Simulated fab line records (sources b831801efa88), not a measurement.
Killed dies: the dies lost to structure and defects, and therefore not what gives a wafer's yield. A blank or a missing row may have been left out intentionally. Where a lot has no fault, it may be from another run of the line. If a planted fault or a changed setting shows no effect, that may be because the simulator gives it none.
fab line records :: flow sky130
record
  lots=4
  wafers=12
  last-day=49
route steps=708 shown LOCAL_INTERCONNECT@390 CONTACT@406 METAL1@451 PAD_OPEN@708
lots that met no fault: from a run of the same line without faults
start-h: start of the lot's first displayed wafer, in hours after the record's first day :: wait-h: hours elapsed since this lot's preceding step :: " as in the row above :: L1.1+2: several wafers, shown together as one row :: - no value present, or no start provided :: * or withheld: withheld :: < > ~ a bound
route shown NAME@n: a module of which the file shows steps, and the number in the route of the first :: usual: mean/standard deviation of fault-free wafers :: same: alike in all rows :: chamber/n: place in a boat :: sites: per-site readings :: _std_site: the standard deviation of these :: _edge_site: inner sites' mean taken away from outer sites' mean :: radius-mm: for every site, how far away it sits from the centre of the wafer :: mask NAME#n: copy n :: behind: tool/chamber where the wafer was last shaped :: hold: what put the lot on hold/how long, in hours/how the hold closed :: device: which transistor (n, p or np) failed to switch :: end of line: at the end of the route, the tests of the same wafers :: step lacking rows: just its recipe :: killed: count of dies lost to structure and defects at first sort (not the wafer's yield) :: map: a wafer's dies, marking killed ones x, the rest . and places with no die _
set.NAME: the setting that was run; set.NAME@STEP: the one run at that earlier step :: model.NAME: the simulator's own value behind a step, which no gauge read
a table for each step, a row for each wafer; lots at some steps of the route
services: from which hour (start-h, from the record's first day; less than 0 if before it) a tool's chamber was out of use, for how many hours, and why
## steps
# step SKY_LOCAL_INTERCONNECT_DEHYDRATE_03
# recipe
  temp-c=200
  time-s=60
# step SKY_LOCAL_INTERCONNECT_HMDS_04
# recipe
  prime-time-s=60
  prime-temp-c=120
# step SKY_LOCAL_INTERCONNECT_COAT_05
# recipe
  resist=BARC
  temp-c=withheld
  time-s=withheld
  spin-rpm=3000
  resist-thk-nm=60
# step SKY_LOCAL_INTERCONNECT_COAT_06
# recipe
  resist=KrF-thick
  spin-rpm=3000
  resist-thk-nm=450
# step SKY_LOCAL_INTERCONNECT_SOFTBAKE_07
# recipe
  temp-c=100
  time-s=90
  resist=KrF-thick
# step SKY_LOCAL_INTERCONNECT_EXPOSE_08
# recipe
  mask-id=LI1M
  na=0.8
  source-shape=annular
  sigma-inner=0.55
  sigma-outer=0.85
  target-cd-nm=170
  dose-mj=28
# step SKY_LOCAL_INTERCONNECT_PEB_09
# recipe
  peb-temp-c=withheld
  peb-time-s=withheld
  resist=KrF-thick
# step SKY_LOCAL_INTERCONNECT_DEVELOP_10
# recipe
  develop-time-s=60
  resist=KrF-thick
  dev-temp-c=21
# step SKY_LOCAL_INTERCONNECT_ETCH_13
# recipe
  chemistry=N2/H2
  target=BARC
  ion-energy-ev=200
  bias-w=100
  pressure-mtorr=30
  n2-flow-sccm=100
  h2-flow-sccm=200
  icp-w=500
  stop-on=SiO2
  time-s=45.9
  target-depth-a=600
# usual
  bias-w=100.07/0.3
  drypump-motor-current-A=6.14/0.23
  oes-product-au=0.855/0.005
  throttle-valve-pct=13.224/0.009
lot.wafer: L122.1
tool: rie-metal-03
chamber: 1
start-h: 719.95
wait-h: 0.0
bias-w: 99.94
drypump-motor-current-A: 6.13
oes-product-au: 0.860
rf-hours-counter-h: 9
throttle-valve-pct: 13.222

lot.wafer: L122.2
tool: rie-metal-03
chamber: 0
start-h: 719.95
wait-h: 0.0
bias-w: 100.11
drypump-motor-current-A: 6.22
oes-product-au: 0.858
rf-hours-counter-h: 13
throttle-valve-pct: 13.207

lot.wafer: L122.3
tool: rie-metal-03
chamber: 1
start-h: 719.95
wait-h: 0.0
bias-w: 99.83
drypump-motor-current-A: 6.13
oes-product-au: 0.858
rf-hours-counter-h: -
throttle-valve-pct: 13.224

lot.wafer: L123.2
tool: rie-metal-04
chamber: 1
start-h: 724.79
wait-h: 0.0
bias-w: 99.86
drypump-motor-current-A: 6.36
oes-product-au: 0.854
rf-hours-counter-h: -
throttle-valve-pct: 13.220

lot.wafer: L123.3
tool: rie-metal-04
chamber: 1
start-h: 724.79
wait-h: 0.0
bias-w: 99.60
drypump-motor-current-A: 6.31
oes-product-au: 0.861
rf-hours-counter-h: -
throttle-valve-pct: 13.218

lot.wafer: L123.5
tool: rie-metal-04
chamber: 1
start-h: 724.79
wait-h: 0.0
bias-w: 99.80
drypump-motor-current-A: 6.33
oes-product-au: 0.854
rf-hours-counter-h: -
throttle-valve-pct: 13.200

lot.wafer: L131.1
tool: rie-metal-04
chamber: 1
start-h: 794.17
wait-h: 0.0
bias-w: 100.19
drypump-motor-current-A: 6.33
oes-product-au: 0.850
rf-hours-counter-h: 6
throttle-valve-pct: 13.221

lot.wafer: L131.5
tool: rie-metal-04
chamber: 1
start-h: 794.17
wait-h: 0.0
bias-w: 100.37
drypump-motor-current-A: 6.33
oes-product-au: 0.864
rf-hours-counter-h: -
throttle-valve-pct: 13.226

lot.wafer: L131.6
tool: rie-metal-04
chamber: 0
start-h: 794.17
wait-h: 0.0
bias-w: 100.70
drypump-motor-current-A: 5.86
oes-product-au: 0.857
rf-hours-counter-h: -
throttle-valve-pct: 13.236

lot.wafer: L133.2
tool: rie-metal-04
chamber: 1
start-h: 806.89
wait-h: 0.0
bias-w: 100.09
drypump-motor-current-A: 6.32
oes-product-au: 0.864
rf-hours-counter-h: -
throttle-valve-pct: 13.220

lot.wafer: L133.3
tool: rie-metal-04
chamber: 1
start-h: 806.89
wait-h: 0.0
bias-w: 100.80
drypump-motor-current-A: 6.33
oes-product-au: 0.852
rf-hours-counter-h: -
throttle-valve-pct: 13.237

lot.wafer: L133.6
tool: rie-metal-04
chamber: 1
start-h: 806.89
wait-h: 0.0
bias-w: 99.94
drypump-motor-current-A: 6.29
oes-product-au: 0.856
rf-hours-counter-h: -
throttle-valve-pct: 13.240
# step SKY_LOCAL_INTERCONNECT_METAL_ETCH_14
# recipe
  target-depth-nm=110
  stop-on=PSG
  chemistry=Cl2/BCl3
  target=TiN
  resist-sidewall-deg=88
  pressure-mtorr=10
  icp-w=900
  bias-w=48.5
  Cl2_flow_sccm=60
  bcl3-flow-sccm=30
  time-s=31.4
# step SKY_LOCAL_INTERCONNECT_STRIP_15
# recipe
  chemistry=O2/N2
  power-w=1400
  pressure-mtorr=1500
  platen-temp-c=withheld
  o2-flow-sccm=3000
  n2-flow-sccm=300
  overash-fraction=0.5
# step SKY_LOCAL_INTERCONNECT_STRIP_16
# recipe
  chemistry=post-etch-residue-remover
  time-s=1200
  temp-c=72.5
# step SKY_LOCAL_INTERCONNECT_CLEAN_17
# recipe
  chemistry=IPA
  time-s=180
  temp-c=25
# step SKY_LOCAL_INTERCONNECT_CLEAN_18
# recipe
  chemistry=O3/DIW
  dry=n2-spin
# step SKY_CONTACT_CVD_00
# recipe
  material=Si3N4
  target-thk-nm=75
  temp-c=400
  time-s=withheld
  rf-w=450
# step SKY_CONTACT_HDPCVD_02
# recipe
  material=SiO2
  target-thk-nm=565
  sigma-open-frac=0.3
  time-s=94.2
  temp-c=600
  sih4-flow-sccm=60
  pressure-mtorr=6
# step SKY_CONTACT_CMP_04
# recipe
  material=SiO2
  down-force-psi=4
  platen-rpm=60
  pad-velocity-m-s=0.94248
# step SKY_CONTACT_DEHYDRATE_06
# recipe
  temp-c=200
  time-s=60
# step SKY_CONTACT_HMDS_07
# recipe
  prime-time-s=60
  prime-temp-c=120
# step SKY_CONTACT_COAT_08
# recipe
  resist=BARC
  temp-c=withheld
  time-s=withheld
  spin-rpm=3000
  resist-thk-nm=60
# step SKY_CONTACT_COAT_09
# recipe
  resist=KrF-thick
  spin-rpm=3000
  resist-thk-nm=450
# step SKY_CONTACT_SOFTBAKE_10
# recipe
  temp-c=100
  time-s=90
  resist=KrF-thick
# step SKY_CONTACT_EXPOSE_11
# recipe
  mask-id=CTM1
  na=0.8
  source-shape=annular
  sigma-inner=0.55
  sigma-outer=0.85
  target-cd-nm=170
  dose-mj=38
# step SKY_CONTACT_PEB_12
# recipe
  peb-temp-c=withheld
  peb-time-s=withheld
  resist=KrF-thick
# step SKY_CONTACT_DEVELOP_13
# recipe
  develop-time-s=60
  resist=KrF-thick
  dev-temp-c=21.98
# step SKY_CONTACT_ETCH_16
# recipe
  chemistry=N2/H2
  target=BARC
  ion-energy-ev=200
  source-w=500
  bias-w=100
  pressure-mtorr=30
  n2-flow-sccm=100
  h2-flow-sccm=200
  stop-on=SiO2
  time-s=45.9
  target-depth-a=600
# step SKY_CONTACT_ETCH_17
# recipe
  target=SiO2
  chemistry=C4F8/O2/Ar
  stop-on=Si3N4
  mask-material=KrF-thick
  source-w=1500
  bias-w=1200
  pressure-mtorr=40
  c4f8-flow-sccm=withheld
  O2_flow_sccm=6
  Ar_flow_sccm=300
  time-s=withheld
  target-depth-a=3400
# step SKY_CONTACT_ETCH_18
# recipe
  target=Si3N4
  chemistry=CHF3/O2
  stop-on=TiN
  source-w=600
  bias-w=200
  pressure-mtorr=40
  chf3-flow-sccm=50
  O2_flow_sccm=5
  time-s=39
  target-depth-a=750
# step SKY_CONTACT_STRIP_19
# recipe
  chemistry=O2/N2
  power-w=1400
  pressure-mtorr=1500
  platen-temp-c=withheld
  o2-flow-sccm=3000
  n2-flow-sccm=300
  overash-fraction=0.5
# step SKY_CONTACT_STRIP_20
# recipe
  chemistry=post-etch-residue-remover
  time-s=1200
  temp-c=72.5
# step SKY_CONTACT_CLEAN_21
# recipe
  chemistry=IPA
  time-s=180
  temp-c=25
# step SKY_CONTACT_CLEAN_22
# recipe
  chemistry=O3/DIW
  dry=n2-spin
# step SKY_CONTACT_SPUTTER_23
# recipe
  material=TiN
  target-thk-nm=20
  chamber-pressure-pa=5
  power-w=4000
  time-s=80
# step SKY_METAL1_DESCUM_17
# recipe
  chemistry=O2
  source-power-w=150
  bias-power-w=0
  pressure-mtorr=10
  temp-c=40
  time-s=8
# usual
  drypump-motor-current-A=5.93/0.29
  oes-product-au=0.996/0.011
lot.wafer: L122.1
tool: rie-metal-02
chamber: 1
start-h: 778.15
wait-h: 0.0
drypump-motor-current-A: 6.33
oes-product-au: 0.986
rf-hours-counter-h: 15
model.METAL1.cd-nm: 138.5

lot.wafer: L122.2
tool: rie-metal-02
chamber: 0
start-h: 778.15
wait-h: 0.0
drypump-motor-current-A: 5.61
oes-product-au: 0.988
rf-hours-counter-h: 1
model.METAL1.cd-nm: 139.8

lot.wafer: L122.3
tool: rie-metal-02
chamber: 0
start-h: 778.15
wait-h: 0.0
drypump-motor-current-A: 5.64
oes-product-au: 0.991
rf-hours-counter-h: -
model.METAL1.cd-nm: 140.2

lot.wafer: L123.2
tool: rie-metal-02
chamber: 1
start-h: 783.23
wait-h: 0.0
drypump-motor-current-A: 6.35
oes-product-au: 1.002
rf-hours-counter-h: 15
model.METAL1.cd-nm: 136.8

lot.wafer: L123.3
tool: rie-metal-02
chamber: 1
start-h: 783.23
wait-h: 0.0
drypump-motor-current-A: 6.36
oes-product-au: 0.999
rf-hours-counter-h: -
model.METAL1.cd-nm: 136.6

lot.wafer: L123.5
tool: rie-metal-02
chamber: 0
start-h: 783.23
wait-h: 0.0
drypump-motor-current-A: 5.61
oes-product-au: 0.979
rf-hours-counter-h: -
model.METAL1.cd-nm: 137.6

lot.wafer: L131.1
tool: rie-metal-04
chamber: 0
start-h: 850.36
wait-h: 0.0
drypump-motor-current-A: 5.85
oes-product-au: 0.999
rf-hours-counter-h: 0
model.METAL1.cd-nm: 147.5

lot.wafer: L131.5
tool: rie-metal-04
chamber: 0
start-h: 850.36
wait-h: 0.0
drypump-motor-current-A: 5.86
oes-product-au: 0.992
rf-hours-counter-h: -
model.METAL1.cd-nm: 148.1

lot.wafer: L131.6
tool: rie-metal-04
chamber: 1
start-h: 850.36
wait-h: 0.0
drypump-motor-current-A: 6.34
oes-product-au: 0.970
rf-hours-counter-h: -
model.METAL1.cd-nm: 148.3

lot.wafer: L133.2
tool: rie-metal-01
chamber: 1
start-h: 863.47
wait-h: 0.0
drypump-motor-current-A: 5.64
oes-product-au: 1.006
rf-hours-counter-h: -
model.METAL1.cd-nm: 149.9

lot.wafer: L133.3
tool: rie-metal-01
chamber: 1
start-h: 863.47
wait-h: 0.0
drypump-motor-current-A: 5.61
oes-product-au: 1.010
rf-hours-counter-h: -
model.METAL1.cd-nm: 148.7

lot.wafer: L133.6
tool: rie-metal-01
chamber: 1
start-h: 863.47
wait-h: 0.0
drypump-motor-current-A: 5.64
oes-product-au: 1.001
rf-hours-counter-h: -
model.METAL1.cd-nm: -
# step SKY_METAL1_METAL_ETCH_19
# recipe
  target-depth-a=3600
  stop-on=SiO2
  over-etch-frac=0.3
  time-s=78
  chemistry=Cl2/BCl3
  resist-sidewall-deg=88
  pressure-mtorr=10
  icp-w=900
  bias-w=48.5
  Cl2_flow_sccm=60
  bcl3-flow-sccm=30
# usual
  bias-w=48.51/0.12
  drypump-motor-current-A=5.93/0.29
  mfc-cl2-sccm=60.03/0.19
  oes-product-au=0.854/0.0057
  throttle-valve-pct=22.265/0.0092
lot.wafer: L122.1
tool: rie-metal-02
chamber: 1
start-h: 778.25
wait-h: 0.0
bias-w: 48.55
drypump-motor-current-A: 6.34
mfc-cl2-sccm: 60.11
oes-product-au: 0.850
rf-hours-counter-h: 15
throttle-valve-pct: 22.251
model.METAL1.cd-nm: 136.3

lot.wafer: L122.2
tool: rie-metal-02
chamber: 0
start-h: 778.25
wait-h: 0.0
bias-w: 48.46
drypump-motor-current-A: 5.64
mfc-cl2-sccm: 59.69
oes-product-au: 0.848
rf-hours-counter-h: 1
throttle-valve-pct: 22.252
model.METAL1.cd-nm: 137.3

lot.wafer: L122.3
tool: rie-metal-02
chamber: 0
start-h: 778.25
wait-h: 0.0
bias-w: 48.66
drypump-motor-current-A: 5.63
mfc-cl2-sccm: 59.81
oes-product-au: 0.848
rf-hours-counter-h: -
throttle-valve-pct: 22.261
model.METAL1.cd-nm: 138.2

lot.wafer: L123.2
tool: rie-metal-02
chamber: 1
start-h: 783.33
wait-h: 0.0
bias-w: 48.54
drypump-motor-current-A: 6.36
mfc-cl2-sccm: 60.20
oes-product-au: 0.850
rf-hours-counter-h: 15
throttle-valve-pct: 22.277
model.METAL1.cd-nm: 135.3

lot.wafer: L123.3
tool: rie-metal-02
chamber: 1
start-h: 783.33
wait-h: 0.0
bias-w: 48.40
drypump-motor-current-A: 6.38
mfc-cl2-sccm: 60.00
oes-product-au: 0.846
rf-hours-counter-h: -
throttle-valve-pct: 22.273
model.METAL1.cd-nm: 135.3

lot.wafer: L123.5
tool: rie-metal-02
chamber: 0
start-h: 783.33
wait-h: 0.0
bias-w: 48.61
drypump-motor-current-A: 5.60
mfc-cl2-sccm: 59.69
oes-product-au: 0.848
rf-hours-counter-h: -
throttle-valve-pct: 22.284
model.METAL1.cd-nm: 136.2

lot.wafer: L131.1
tool: rie-metal-04
chamber: 0
start-h: 850.45
wait-h: 0.0
bias-w: 48.43
drypump-motor-current-A: 5.88
mfc-cl2-sccm: 59.99
oes-product-au: 0.849
rf-hours-counter-h: 0
throttle-valve-pct: 22.266
model.METAL1.cd-nm: 145.7

lot.wafer: L131.5
tool: rie-metal-04
chamber: 0
start-h: 850.45
wait-h: 0.0
bias-w: 48.61
drypump-motor-current-A: 5.89
mfc-cl2-sccm: 60.04
oes-product-au: 0.853
rf-hours-counter-h: -
throttle-valve-pct: 22.262
model.METAL1.cd-nm: 147.2

lot.wafer: L131.6
tool: rie-metal-04
chamber: 1
start-h: 850.45
wait-h: 0.0
bias-w: 48.50
drypump-motor-current-A: 6.32
mfc-cl2-sccm: 60.08
oes-product-au: 0.855
rf-hours-counter-h: -
throttle-valve-pct: 22.253
model.METAL1.cd-nm: 143.5

lot.wafer: L133.2
tool: rie-metal-01
chamber: 1
start-h: 863.68
wait-h: 0.1
bias-w: 48.34
drypump-motor-current-A: 5.68
mfc-cl2-sccm: 59.79
oes-product-au: 0.856
rf-hours-counter-h: -
throttle-valve-pct: 22.268
model.METAL1.cd-nm: 152.9

lot.wafer: L133.3
tool: rie-metal-01
chamber: 1
start-h: 863.68
wait-h: 0.1
bias-w: 48.44
drypump-motor-current-A: 5.63
mfc-cl2-sccm: 60.11
oes-product-au: 0.851
rf-hours-counter-h: -
throttle-valve-pct: 22.268
model.METAL1.cd-nm: 152.2

lot.wafer: L133.6
tool: rie-metal-01
chamber: 1
start-h: 863.68
wait-h: 0.1
bias-w: 48.42
drypump-motor-current-A: 5.61
mfc-cl2-sccm: 59.76
oes-product-au: 0.849
rf-hours-counter-h: -
throttle-valve-pct: 22.243
model.METAL1.cd-nm: 151.7
# step SKY_PAD_OPEN_PROBE_99
# usual
  killed_at_M0_to_M3=42/6.3
  killed_at_M4_up=2.8/1.9
  killed-at-contacts=23/5.3
  killed-at-front-end=16/4.3
  killed-at-other=0.2/0.51
  killed-dies=84/9.3
  killed-open=46/7.6
  killed-short=38/6.3
# same
  gross-dies=492
  killed-at-back-side=0
lot.wafer: L122.1
tool: prober-01
chamber: -
start-h: 1088.82
wait-h: 0.1
killed_at_M0_to_M3: 37
killed_at_M4_up: 2
killed-at-contacts: 29
killed-at-front-end: 18
killed-at-other: 0
killed-dies: 86
killed-open: 50
killed-short: 36
model.etest.met1.width-nm: 135.4
model.etest.met1.line-ohm-um: 0.9509

lot.wafer: L122.2
tool: prober-01
chamber: -
start-h: 1088.87
wait-h: 0.1
killed_at_M0_to_M3: 38
killed_at_M4_up: 5
killed-at-contacts: 17
killed-at-front-end: 23
killed-at-other: 0
killed-dies: 83
killed-open: 52
killed-short: 31
model.etest.met1.width-nm: 138.3
model.etest.met1.line-ohm-um: 0.9278

lot.wafer: L122.3
tool: prober-01
chamber: -
start-h: 1088.92
wait-h: 0.2
killed_at_M0_to_M3: 52
killed_at_M4_up: 7
killed-at-contacts: 17
killed-at-front-end: 15
killed-at-other: 1
killed-dies: 92
killed-open: 51
killed-short: 41
model.etest.met1.width-nm: 138.5
model.etest.met1.line-ohm-um: 0.9251

lot.wafer: L123.2
tool: prober-02
chamber: -
start-h: 1094.23
wait-h: 0.1
killed_at_M0_to_M3: 45
killed_at_M4_up: 1
killed-at-contacts: 24
killed-at-front-end: 11
killed-at-other: 0
killed-dies: 81
killed-open: 50
killed-short: 31
model.etest.met1.width-nm: 133.6
model.etest.met1.line-ohm-um: 0.9679

lot.wafer: L123.3
tool: prober-02
chamber: -
start-h: 1094.28
wait-h: 0.2
killed_at_M0_to_M3: 40
killed_at_M4_up: 3
killed-at-contacts: 18
killed-at-front-end: 10
killed-at-other: 0
killed-dies: 71
killed-open: 39
killed-short: 32
model.etest.met1.width-nm: 136.6
model.etest.met1.line-ohm-um: 0.9391

lot.wafer: L123.5
tool: prober-02
chamber: -
start-h: 1094.38
wait-h: 0.2
killed_at_M0_to_M3: 43
killed_at_M4_up: 3
killed-at-contacts: 25
killed-at-front-end: 8
killed-at-other: 0
killed-dies: 79
killed-open: 43
killed-short: 36
model.etest.met1.width-nm: 136.6
model.etest.met1.line-ohm-um: 0.9461

lot.wafer: L133.2
tool: prober-01
chamber: -
start-h: 1151.89
wait-h: 0.1
killed_at_M0_to_M3: 34
killed_at_M4_up: 2
killed-at-contacts: 55
killed-at-front-end: 9
killed-at-other: 0
killed-dies: 100
killed-open: 50
killed-short: 21
model.etest.met1.width-nm: 149.5
model.etest.met1.line-ohm-um: 0.8569

lot.wafer: L133.3
tool: prober-01
chamber: -
start-h: 1151.94
wait-h: 0.2
killed_at_M0_to_M3: 34
killed_at_M4_up: 2
killed-at-contacts: 54
killed-at-front-end: 12
killed-at-other: 0
killed-dies: 102
killed-open: 40
killed-short: 33
model.etest.met1.width-nm: 151.7
model.etest.met1.line-ohm-um: 0.8408

lot.wafer: L133.6
tool: prober-01
chamber: -
start-h: 1152.09
wait-h: 0.2
killed_at_M0_to_M3: 41
killed_at_M4_up: 3
killed-at-contacts: 51
killed-at-front-end: 14
killed-at-other: 0
killed-dies: 109
killed-open: 44
killed-short: 35
model.etest.met1.width-nm: 150.4
model.etest.met1.line-ohm-um: 0.845

lot.wafer: L131.1
tool: prober-01
chamber: -
start-h: 1176.57
wait-h: 0.1
killed_at_M0_to_M3: 48
killed_at_M4_up: 1
killed-at-contacts: 45
killed-at-front-end: 18
killed-at-other: 0
killed-dies: 112
killed-open: 50
killed-short: 35
model.etest.met1.width-nm: 143.2
model.etest.met1.line-ohm-um: 0.9086

lot.wafer: L131.5
tool: prober-01
chamber: -
start-h: 1176.77
wait-h: 0.2
killed_at_M0_to_M3: 40
killed_at_M4_up: 1
killed-at-contacts: 49
killed-at-front-end: 20
killed-at-other: 1
killed-dies: 111
killed-open: 54
killed-short: 32
model.etest.met1.width-nm: 144.9
model.etest.met1.line-ohm-um: 0.8789

lot.wafer: L131.6
tool: prober-01
chamber: -
start-h: 1176.82
wait-h: 0.2
killed_at_M0_to_M3: 37
killed_at_M4_up: 0
killed-at-contacts: 78
killed-at-front-end: 23
killed-at-other: 0
killed-dies: 138
killed-open: 39
killed-short: 40
model.etest.met1.width-nm: 145.8
model.etest.met1.line-ohm-um: 0.8887
# killed by level:class
L122.1 CONTACT:geometric-particle:open=10 METAL2:geometric-particle:short=9 LI_CONTACT:geometric-particle:open=8 VIA1:geometric-particle:open=7 FIELD_ISO:geometric-particle:short=6 CONTACT:geometric-particle:short=6 FIELD_ISO:geometric-particle:open=4 POLY_GATE:geometric-particle:open=4
L122.2 CONTACT:geometric-particle:open=8 FIELD_ISO:geometric-particle:open=7 METAL1:geometric-particle:short=7 VIA3:geometric-particle:open=6 VIA1:geometric-particle:open=6 POLY_GATE:geometric-particle:open=5 VIA1:geometric-particle:short=5 LI_CONTACT:geometric-particle:open=4
L122.3 VIA1:geometric-particle:open=14 CONTACT:geometric-particle:open=9 METAL2:geometric-particle:short=7 VIA3:geometric-particle:open=7 METAL4:geometric-particle:short=7 VIA2:geometric-particle:open=6 VIA3:geometric-particle:short=5 FIELD_ISO:geometric-particle:open=4
L123.2 CONTACT:geometric-particle:open=11 VIA2:geometric-particle:open=10 VIA1:geometric-particle:open=9 VIA3:geometric-particle:open=8 METAL1:geometric-particle:short=7 VIA1:geometric-particle:short=6 LI_CONTACT:geometric-particle:open=5 FIELD_ISO:geometric-particle:open=3
L123.3 VIA3:geometric-particle:open=9 LI_CONTACT:geometric-particle:open=7 VIA1:geometric-particle:open=7 VIA2:geometric-particle:open=7 CONTACT:geometric-particle:open=5 METAL1:geometric-particle:short=4 VIA3:geometric-particle:short=4 FIELD_ISO:geometric-particle:short=3
L123.5 CONTACT:geometric-particle:open=12 VIA1:geometric-particle:open=7 VIA2:geometric-particle:open=6 METAL2:geometric-particle:short=6 METAL1:geometric-particle:short=5 VIA3:geometric-particle:open=5 METAL3:geometric-particle:short=4 LI_CONTACT:geometric-particle:open=4
L133.2 LOCAL_INTERCONNECT:unspecified=29 VIA1:geometric-particle:open=14 CONTACT:geometric-particle:open=13 LI_CONTACT:geometric-particle:open=9 VIA2:geometric-particle:open=6 VIA1:geometric-particle:short=4 FIELD_ISO:geometric-particle:short=3 METAL1:geometric-particle:short=3
L133.3 LOCAL_INTERCONNECT:unspecified=29 LI_CONTACT:geometric-particle:open=7 FIELD_ISO:geometric-particle:open=6 CONTACT:geometric-particle:open=6 VIA2:geometric-particle:open=6 VIA3:geometric-particle:open=5 CONTACT:geometric-particle:short=5 LOCAL_INTERCONNECT:geometric-particle:short=4
L133.6 LOCAL_INTERCONNECT:unspecified=30 LI_CONTACT:geometric-particle:open=12 VIA1:geometric-particle:open=8 VIA2:geometric-particle:open=7 VIA1:geometric-particle:short=6 VIA3:geometric-particle:open=6 CONTACT:geometric-particle:open=5 VIA2:geometric-particle:short=5
L131.1 LOCAL_INTERCONNECT:unspecified=27 VIA1:geometric-particle:open=13 CONTACT:geometric-particle:open=9 METAL1:geometric-particle:short=7 VIA2:geometric-particle:open=7 METAL2:geometric-particle:short=5 VIA1:geometric-particle:short=5 FIELD_ISO:geometric-particle:open=4
L131.5 LOCAL_INTERCONNECT:unspecified=25 VIA1:geometric-particle:open=16 CONTACT:geometric-particle:open=13 VIA3:geometric-particle:open=7 POLY_GATE:geometric-particle:short=7 FIELD_ISO:geometric-particle:open=6 LI_CONTACT:geometric-particle:open=5 VIA1:geometric-particle:short=5
L131.6 LOCAL_INTERCONNECT:unspecified=59 POLY_GATE:geometric-particle:short=8 VIA2:geometric-particle:open=8 VIA1:geometric-particle:open=7 CONTACT:geometric-particle:short=6 FIELD_ISO:geometric-particle:short=5 LI_CONTACT:geometric-particle:open=5 CONTACT:geometric-particle:open=5
# map L131.6 (x killed, . not)
__________x......x.._________
________.....x........_______
______..........xxx....._____
_____xx.xx..xxxxxxx..xx..____
____.xxx.....xxxxxxxxx...x___
___....x....xxxxxxxxx.x.x..__
__.......x..xxxxxxxxx......._
_...x...x..xxxxxxxx..x.x.....
_x....x.....xxxxxxx.x......x.
_.....x.x.....xxxxxx...x..xx.
_..............xxx...........
_......................x.x...
_.....x.x.........x..........
_............x.............xx
_...........xxx..x...x......x
__x....x.x.x.x..xx..xx...x.._
___...x........x..x...x.x..__
____......x.x....x..x.....___
_____x...x...x.x........x____
______.xx......xx......._____
________xx...x........_______
__________......x..x_________
# map L133.6 (x killed, . not)
__________..xx..xxxx_________
________......x.xxxxxx_______
______..xxx..x.xxxxxxxxx_____
_____....x...x...x.xxxxxx____
____..x...x..x...xxxx.xx..___
___.x.......x.x........x...__
__..x....x..x......x.x.x...._
_.....x...x....xx............
_.....x..........x....x..x...
_x..xxx.........x.x....xx....
_.......x..........x...x..x..
_......x............x......x.
_....x.x.x.............x.....
_...x..x...x......xx.........
_....x.............x...x.....
__.....x.x..x...x.....x....._
___....x..x......x.........__
____..........xx......x...___
_____.......x.......xx.x.____
______....x.x...x......._____
________............x._______
__________.x........_________
## services
tool: rie-metal-04
chamber: 0
start-h: 714.98
hours: 18.0
kind: repair

tool: rie-metal-02
chamber: 0
start-h: 729.35
hours: -
kind: clean

tool: rie-metal-02
chamber: 0
start-h: 729.35
hours: 19.7
kind: scheduled-down

tool: rie-metal-02
chamber: 0
start-h: 729.35
hours: 19.7
kind: vent-cycle

tool: rie-metal-03
chamber: -
start-h: 741.63
hours: 1.0
kind: repair

tool: rie-metal-01
chamber: -
start-h: 759.69
hours: 1.4
kind: pm

tool: rie-metal-01
chamber: 1
start-h: 774.85
hours: -
kind: clean

tool: rie-metal-01
chamber: 1
start-h: 774.85
hours: 38.9
kind: scheduled-down

tool: rie-metal-01
chamber: 1
start-h: 774.85
hours: 38.9
kind: vent-cycle

tool: rie-metal-04
chamber: 0
start-h: 800.38
hours: 23.9
kind: repair

tool: rie-metal-03
chamber: -
start-h: 805.44
hours: 0.8
kind: repair

tool: rie-metal-02
chamber: 1
start-h: 815.47
hours: -
kind: clean

tool: rie-metal-02
chamber: 1
start-h: 815.47
hours: 25.4
kind: scheduled-down

tool: rie-metal-02
chamber: 1
start-h: 815.47
hours: 25.4
kind: vent-cycle

tool: rie-metal-04
chamber: 0
start-h: 824.26
hours: -
kind: clean

tool: rie-metal-04
chamber: 0
start-h: 824.26
hours: 18.1
kind: scheduled-down

tool: rie-metal-04
chamber: 0
start-h: 824.26
hours: 18.1
kind: vent-cycle

tool: rie-metal-01
chamber: -
start-h: 836.05
hours: 1.3
kind: repair

tool: rie-metal-03
chamber: 0
start-h: 847.66
hours: -
kind: clean

tool: rie-metal-03
chamber: 0
start-h: 847.66
hours: 23.2
kind: scheduled-down

tool: rie-metal-03
chamber: 0
start-h: 847.66
hours: 23.2
kind: vent-cycle

tool: rie-metal-01
chamber: 0
start-h: 856.22
hours: -
kind: clean

tool: rie-metal-01
chamber: 0
start-h: 856.22
hours: 16.4
kind: scheduled-down

tool: rie-metal-01
chamber: 0
start-h: 856.22
hours: 16.4
kind: vent-cycle
## key
first-sign
  step=SKY_PAD_OPEN_PROBE_99
  reading=killed-at-contacts
  direction=up
  sigmas=6.1
  usual=23
  struck=55
effect
  step=SKY_PAD_OPEN_PROBE_99
  reading=killed-dies
  direction=up
  sigmas=3
  usual=84
  struck=112
model-effect
  step=SKY_METAL1_DESCUM_17
  value=METAL1.cd-nm
  without=141.2
  struck=148.5
model-effect
  step=SKY_METAL1_METAL_ETCH_19
  value=METAL1.cd-nm
  without=141.5
  struck=148.9
model-effect
  step=SKY_PAD_OPEN_PROBE_99
  value=etest.met1.width-nm
  without=140.2
  struck=147.6
met-at SKY_LOCAL_INTERCONNECT_ETCH_13
struck-wafers L131.1,L131.5,L131.6,L133.2,L133.3,L133.6
tester-left-out L131,L133
loop-trim
  step=SKY_METAL1_EXPOSE_12
  setting=dose
  lots=L131,L133
onset-between 724.79 794.17
also-fits time
fault
  kind=chamber-particle-source
  tool=rie-metal-04
  chamber=-
  onset-h=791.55
  steps=SKY_LOCAL_INTERCONNECT_ETCH_13
  rate-per-visit-cm2=1.0663
  end-h=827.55
# tester-left-out: of these lots the tester's yield and bins aren't shown, on N5 and GAA mostly nor the transistor test; their killed dies are dies lost to structure and defects alone, not to doping, threshold or leakage, so they don't give the yield
# loop-trim: a control loop set the setting to another value than it would have without faults
